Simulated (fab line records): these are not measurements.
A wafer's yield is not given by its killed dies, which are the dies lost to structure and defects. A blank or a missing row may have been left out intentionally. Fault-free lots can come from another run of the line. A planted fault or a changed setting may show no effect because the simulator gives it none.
fab line records | flow gf180mcu
record: lots: 9 wafers: 27 lastDay: 32
route steps=602 shown NWELL@53 MVSD@75 SAB@275 M1@332
lots untouched by any fault: they come from a run of this same line in which no faults occurred
startH: hours from the record's first day to the start of the lot's first wafer shown | waitH: hours from the lot's prior step to this one | " the same as in the row above | L1.1+2: a row that stands for several wafers | - no value, or no start was given | * or withheld: withheld | < > ~ a bound
route shown NAME@n: NAME is a module with steps in the file, n the number in the route of the first one | usual: mean and standard deviation over wafers with no fault | same: alike in all rows | chamber/n: place in a boat | sites: readings site by site | _std_site: standard deviation of those values | _edge_site: inner sites' mean taken away from outer sites' mean | radiusMm: for every site, how far away it sits from the centre of the wafer | mask NAME#n: copy n | behind: the last tool/chamber to shape the wafer | hold: the reason the lot was held/the length of the hold in hours/how it ended | device: the transistor (n, p or np) that didn't switch | end of line: tests run on the same wafers once the route is complete | a step with no rows: only its recipe | killed: count of dies lost to structure and defects at first sort (not the wafer's yield) | map: per-die view of a wafer (x killed, . not killed, _ where there is no die)
set.NAME: the setting the step ran with; set.NAME@STEP: the setting that earlier step ran with | model.NAME: the simulator's own value behind a step, which no gauge read
a sample of lots followed through the steps of the route, with each step as a table and each wafer as a row
services: a tool's chamber out of use, with start hour (startH, from the record's first day; less than 0 if before it), hours out, and reason
== steps ==
step: GF_NWELL_TW_MEAS_11
usual: NWELL_TW: 1559/11
columns lot.wafer tool chamber startH waitH NWELL_TW
L967.1 filmMetro-04 - 57.54 0.1 1536
L967.3 " - " " 1535
L967.5 " - " " 1540
L968.3 filmMetro-01 - 61.21 0.1 1573
L968.4 " - " " 1563
L968.5 " - " " 1575
L969.2 filmMetro-01 - 65.64 0.1 1564
L969.5 " - " " 1563
L969.6 " - " " 1567
L970.2 filmMetro-03 - 71.50 0.1 1564
L970.3 " - " " 1554
L970.4 " - " " 1559
L973.2 filmMetro-01 - 87.19 0.1 1563
L973.3 " - " " 1557
L973.4 " - " " 1557
L975.1 filmMetro-03 - 99.99 0.1 1569
L975.2 " - " " 1571
L975.3 " - " " 1575
L977.3 filmMetro-01 - 109.61 0.1 1566
L977.5 " - " " 1570
L977.6 " - " " 1573
L978.2 filmMetro-04 - 116.99 0.1 1534
L978.3 " - " " 1528
L978.6 " - " " 1538
L979.4 filmMetro-03 - 122.02 0.1 1557
L979.5 " - " " 1564
L979.6 " - " " 1557
step: GF_MVSD_IMPLANT_09
recipe: species: P energyKev: 100 doseCm2: 5e+12 tiltDeg: 0
usual: doseIonsCm2: 4.999e+12/5e+09 implantIonAmu: 31/0
columns lot.wafer tool chamber startH waitH doseIonsCm2 implantIonAmu
L967.1 implanter-04 0 83.49 0.1 5.002e+12 31
L967.3 " 0 " " 5.01e+12 31
L967.5 " 0 " " 5e+12 31
L968.3 implanter-04 0 87.44 0.1 4.999e+12 31
L968.4 " 0 " " 5.009e+12 31
L968.5 " 0 " " 5.004e+12 31
L969.2 implanter-04 0 92.76 0.1 5e+12 31
L969.5 " 0 " " 5e+12 31
L969.6 " 0 " " 4.992e+12 31
L970.2 implanter-03 0 98.81 0.1 4.996e+12 31
L970.3 " 0 " " 4.995e+12 31
L970.4 " 0 " " 5.001e+12 31
L973.2 implanter-03 0 115.94 0.1 5.002e+12 31
L973.3 " 0 " " 4.998e+12 31
L973.4 " 0 " " 4.987e+12 31
L975.1 implanter-02 0 129.28 0.1 4.999e+12 31
L975.2 " 0 " " 4.997e+12 31
L975.3 " 0 " " 5.003e+12 31
L977.3 implanter-03 0 140.27 0.1 5.007e+12 75
L977.5 " 0 " " 4.995e+12 75
L977.6 " 0 " " 5.002e+12 75
L978.2 implanter-04 0 147.64 0.1 4.998e+12 75
L978.3 " 0 " " 4.995e+12 75
L978.6 " 0 " " 5.005e+12 75
L979.4 implanter-02 0 153.74 0.1 5.006e+12 75
L979.5 " 0 " " 4.994e+12 75
L979.6 " 0 " " 4.995e+12 75
step: GF_MVSD_TW_MEAS_11
usual: MVSD_TW: 1563/11
columns lot.wafer tool chamber startH waitH MVSD_TW
L967.1 filmMetro-03 - 83.74 0.1 1561
L967.3 " - " " 1552
L967.5 " - " " 1559
L968.3 filmMetro-01 - 87.66 0.1 1559
L968.4 " - " " 1552
L968.5 " - " " 1559
L969.2 filmMetro-04 - 93.00 0.1 1543
L969.5 " - " " 1551
L969.6 " - " " 1537
L970.2 filmMetro-01 - 99.05 0.1 1557
L970.3 " - " " 1556
L970.4 " - " " 1566
L973.2 filmMetro-03 - 116.18 0.1 1565
L973.3 " - " " 1566
L973.4 " - " " 1578
L975.1 filmMetro-01 - 129.53 0.1 1572
L975.2 " - " " 1567
L975.3 " - " " 1572
L977.3 filmMetro-03 - 140.60 0.2 1678
L977.5 " - " " 1670
L977.6 " - " " 1675
L978.2 filmMetro-03 - 147.88 0.1 1679
L978.3 " - " " 1699
L978.6 " - " " 1678
L979.4 filmMetro-03 - 153.95 0.1 1687
L979.5 " - " " 1681
L979.6 " - " " 1686
step: GF_VT_IMPLANT_RS_MEAS_46
recipe: thkMeasGauge: four-point-probe
usual: MVSD_RS: 456.8/1.2
columns lot.wafer tool chamber startH waitH MVSD_RS[ohm/sq]
L967.1 filmMetro-03 - 158.94 0.3 457.2
L967.3 " - " " 457.5
L967.5 " - " " 458.2
L968.3 filmMetro-04 - 163.46 0.1 456.4
L968.4 " - " " 458.4
L968.5 " - " " 457.7
L969.2 filmMetro-04 - 170.46 0.1 458.7
L969.5 " - " " 457.9
L969.6 " - " " 458.3
L970.2 filmMetro-03 - 176.15 0.1 458.8
L970.3 " - " " 458.2
L970.4 " - " " 458.4
L973.2 filmMetro-01 - 195.42 0.1 457.3
L973.3 " - " " 456.9
L973.4 " - " " 455.6
L975.1 filmMetro-04 - 210.87 0.1 457.3
L975.2 " - " " 456.7
L975.3 " - " " 457.5
L977.3 filmMetro-01 - 223.86 0.1 476.5
L977.5 " - " " 475.7
L977.6 " - " " 477.2
L978.2 filmMetro-04 - 232.37 0.1 478.4
L978.3 " - " " 478.6
L978.6 " - " " 478.6
L979.4 filmMetro-04 - 239.52 0.1 477.5
L979.5 " - " " 476.4
L979.6 " - " " 476.3
step: GF_SAB_ETCH_11
recipe: chemistry: C4F8/O2/Ar maskMaterial: NOVOLAK target: SiO2 targetDepthNm: 55 sourceW: 1500 biasW: 1200 pressureMtorr: 40 c4f8FlowSccm: withheld O2_flow_sccm: 6 Ar_flow_sccm: 300 timeS: 8.5
usual: oesProductAu: 1.005/0.012
columns lot.wafer tool chamber startH waitH oesProductAu rfHoursCounterH
L967.1 rieDiel-02 2 336.99 0.0 1.015 35
L967.3 " 0 " " 0.993 26
L967.5 " 0 " " 1.002 -
L968.3 rieDiel-01 1 352.83 0.0 0.997 3
L968.4 " 0 " " 0.992 69
L968.5 " 2 " " 0.981 -
L969.2 rieDiel-04 3 355.55 0.0 0.987 2
L969.5 " 0 " " 1.006 -
L969.6 " 3 " " 0.991 -
L970.2 rieDiel-04 0 358.78 0.0 0.999 34
L970.3 " 3 " " 0.985 2
L970.4 " 1 " " 1.016 5
L973.2 rieDiel-04 2 385.30 0.0 0.994 90
L973.3 " 0 " " 1.000 34
L973.4 " 1 " " 1.011 6
L975.1 rieDiel-01 2 409.48 0.0 0.994 36
L975.2 " 1 " " 0.990 5
L975.3 " 3 " " 1.013 5
L977.3 rieDiel-04 1 429.85 0.0 1.026 7
L977.5 " 0 " " 1.003 -
L977.6 " 1 " " 1.009 -
L978.2 rieDiel-01 1 434.35 0.0 0.992 6
L978.3 " 0 " " 0.989 72
L978.6 " 3 " " 1.021 -
L979.4 rieDiel-04 0 453.78 0.0 1.000 36
L979.5 " 0 " " 0.993 -
L979.6 " 1 " " 1.021 -
step: GF_M1_STRIP_17
recipe: chemistry: O2/N2 powerW: 1400 pressureMtorr: 1500 platenTempC: 250 o2FlowSccm: 3000 n2FlowSccm: 300 overashFraction: 0.5
usual: drypumpMotorCurrentA: 5.8/0.47 heaterPowerW: 322/28 oesProductAu: 0.538/0.0053 stripTimeToEndpointS: 7.40/0.064
columns lot.wafer tool chamber startH waitH drypumpMotorCurrentA heaterPowerW oesProductAu rfHoursCounterH stripTimeToEndpointS
L967.1 plasmaAsher-04 0 384.72 0.1 6.5 360 0.536 72 7.35
L967.3 " 1 " " 5.3 293 0.538 - 7.30
L967.5 " 1 " " 5.3 291 0.542 - 7.44
L968.3 plasmaAsher-04 1 401.19 0.1 5.3 300 0.546 - 7.48
L968.4 " 0 " " 6.4 358 0.535 - 7.33
L968.5 " 1 " " 5.3 302 0.539 - 7.36
L969.2 plasmaAsher-01 0 404.86 0.1 6.2 330 0.537 77 7.40
L969.5 " 0 " " 6.1 327 0.542 - 7.38
L969.6 " 1 " " 5.9 298 0.539 - 7.40
L970.2 plasmaAsher-01 0 407.95 0.1 6.3 326 0.531 78 7.23
L970.3 " 0 " " 6.2 325 0.538 - 7.39
L970.4 " 1 " " 5.9 296 0.533 - 7.24
L973.2 plasmaAsher-02 1 437.18 0.1 5.4 331 0.539 68 7.46
L973.3 " 1 " " 5.4 321 0.540 - 7.43
L973.4 " 0 " " 5.7 312 0.540 - 7.41
L975.1 plasmaAsher-02 1 462.21 0.1 5.4 338 0.537 71 7.33
L975.2 " 0 " " 5.7 313 0.530 71 7.37
L975.3 " 1 " " 5.3 333 0.534 - 7.39
L977.3 plasmaAsher-04 0 481.56 0.1 6.4 364 0.542 - 7.41
L977.5 " 0 " " 6.4 370 0.536 - 7.44
L977.6 " 1 " " 5.3 285 0.547 - 7.47
L978.2 plasmaAsher-04 1 485.01 0.2 5.3 297 0.529 82 7.31
L978.3 " 1 " " 5.3 299 0.524 - 7.30
L978.6 " 0 " " 6.4 370 0.537 - 7.30
L979.4 plasmaAsher-01 1 504.89 0.1 5.9 296 0.545 - 7.40
L979.5 " 1 " " 5.9 286 0.541 - 7.44
L979.6 " 0 " " 6.2 316 0.544 - 7.42
== services ==
columns tool chamber startH hours kind
plasmaAsher-01 - 60.46 8.4 repair
rieDiel-01 2 63.50 2.8 repair
implanter-04 - 73.75 3.3 repair
rieDiel-04 3 76.72 2.2 repair
implanter-03 - 90.43 4.2 repair
rieDiel-04 - 180.96 0.6 repair
plasmaAsher-04 - 190.49 6.7 repair
plasmaAsher-04 - 197.32 4.5 repair
implanter-03 - 200.25 3.7 repair
implanter-04 - 224.22 4.0 repair
rieDiel-04 0 231.79 6.8 repair
rieDiel-04 - 254.12 2.8 pm
implanter-04 - 263.51 2.6 repair
implanter-03 - 265.77 4.4 repair
rieDiel-04 0 271.82 2.6 repair
rieDiel-04 - 293.43 0.9 repair
implanter-04 - 309.30 3.7 repair
rieDiel-04 0 338.28 3.5 repair
rieDiel-04 0 351.70 1.6 repair
implanter-04 - 355.30 17.7 repair
plasmaAsher-04 - 387.91 0.8 repair
implanter-04 - 437.94 8.4 pm
implanter-04 - 452.66 5.7 pm
rieDiel-04 1 484.68 2.4 repair
== key ==
firstSign: step: GF_MVSD_IMPLANT_09 reading: implantIonAmu direction: up sigmas: 99+ usual: 31 struck: 75
effect: step: GF_MVSD_TW_MEAS_11 reading: MVSD_TW direction: up sigmas: 11 usual: 1563 struck: 1682
effect: step: GF_VT_IMPLANT_RS_MEAS_46 reading: MVSD_RS direction: up sigmas: 17 usual: 456.8 struck: 477.2
metAt GF_MVSD_IMPLANT_09
struckLots L977,L978,L979
testerLeftOut L977,L978,L979
notActingAt GF_NWELL_TW_MEAS_11,GF_SAB_ETCH_11,GF_M1_STRIP_17
onsetBetween 129.28 140.27
fault: kind: wrongRecipeDownload tool: implanter-02,implanter-03,implanter-04 chamber: - onsetH: 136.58 steps: GF_MVSD_IMPLANT_09 wrongRecipe.notListed: 1
testerLeftOut: of these lots the tester's yield and bins aren't shown, on N5 and GAA mostly nor the transistor test; their killed dies are dies lost to structure and defects alone, not to doping, threshold or leakage, so they don't give the yield
